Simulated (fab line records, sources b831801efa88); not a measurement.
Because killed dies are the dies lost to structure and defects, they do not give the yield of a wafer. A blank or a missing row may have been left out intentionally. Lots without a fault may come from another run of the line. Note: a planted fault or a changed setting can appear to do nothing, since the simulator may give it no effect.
Which of the tools did it? | flow sky130 | Sampling: 10 lots, 30 wafers, 2 of 708 route steps

## WHAT THE GAUGES SHOWED, per wafer
SKY_SPACER_THK_MEAS_01.
lot  | measured     | on            | SPACER_CVD_00_THK (nm)
L734 | day 22 16:32 | film-metro-03 | 43.3 42.6 43.0
L738 | day 24 10:37 | film-metro-02 | 47.5 47.4 47.6
L748 | day 28 01:49 | film-metro-04 | 43.3 42.9 42.9
L749 | day 28 11:01 | film-metro-03 | 43.4 43.6 43.4
L750 | day 28 20:44 | film-metro-03 | 43.4 43.4 43.1
L752 | day 28 23:50 | film-metro-02 | 43.9 43.3 43.7
L751 | day 29 05:31 | film-metro-03 | 42.3 42.4 42.2
L753 | day 29 16:38 | film-metro-04 | 42.9 43.1 43.0
L754 | day 29 20:10 | film-metro-04 | 42.8 42.7 42.8
L755 | day 30 03:08 | film-metro-02 | 43.1 42.8 43.0

## EACH LOT AND THE TOOL THAT RAN IT (in order: tool; ch and the chambers of the sampled wafers; start)
lot  | SKY_SPACER_CVD_00
L734 | lpcvd-02 ch 1, day 22 15:18
L738 | lpcvd-02 ch 1, day 24 09:25
L748 | lpcvd-02 ch 1, day 28 00:01
L749 | lpcvd-02 ch 1, day 28 09:12
L750 | lpcvd-02 ch 1, day 28 19:32
L752 | lpcvd-02 ch 1, day 28 22:37
L751 | lpcvd-02 ch 1, day 29 04:19
L753 | lpcvd-02 ch 0, day 29 14:50
L754 | lpcvd-02 ch 1, day 29 18:58
L755 | lpcvd-02 ch 0, day 30 01:55
- SKY_SPACER_CVD_00: deposits Si3N4 from DCS/NH3, target thk 43.1 nm, time 740 s.

## THE ANSWER, worked out from the rows above alone
Rule: the usual values come from the lots themselves. Put in order of their means at a reading, lots are off if they are a third of the lots or fewer, leave a main group of 4 or more, and stand apart from it by a gap of 3 or more times the standard deviation of the main group's means; of several such gaps the widest counts. A main group is skipped when, at the precision printed for the reading in the tables above, its means are all equal. Also off: a lot with no number at a reading for which 4 or more lots have one. All remaining lots with rows at the step are treated as sound.
Off: L738, seen at SKY_SPACER_THK_MEAS_01 (SPACER_CVD_00_THK). The main group has a mean of 43.0 nm with a standard deviation of 0.37.
If a tool, at a process step before that reading, ran all the lots that are off and no sound lot after the first of them, it fits. Gauges at SKY_SPACER_THK_MEAS_01: tried the same way as those tools. Not one of the candidates tried fits.

## WHAT THE SIMULATOR HAD INSERTED
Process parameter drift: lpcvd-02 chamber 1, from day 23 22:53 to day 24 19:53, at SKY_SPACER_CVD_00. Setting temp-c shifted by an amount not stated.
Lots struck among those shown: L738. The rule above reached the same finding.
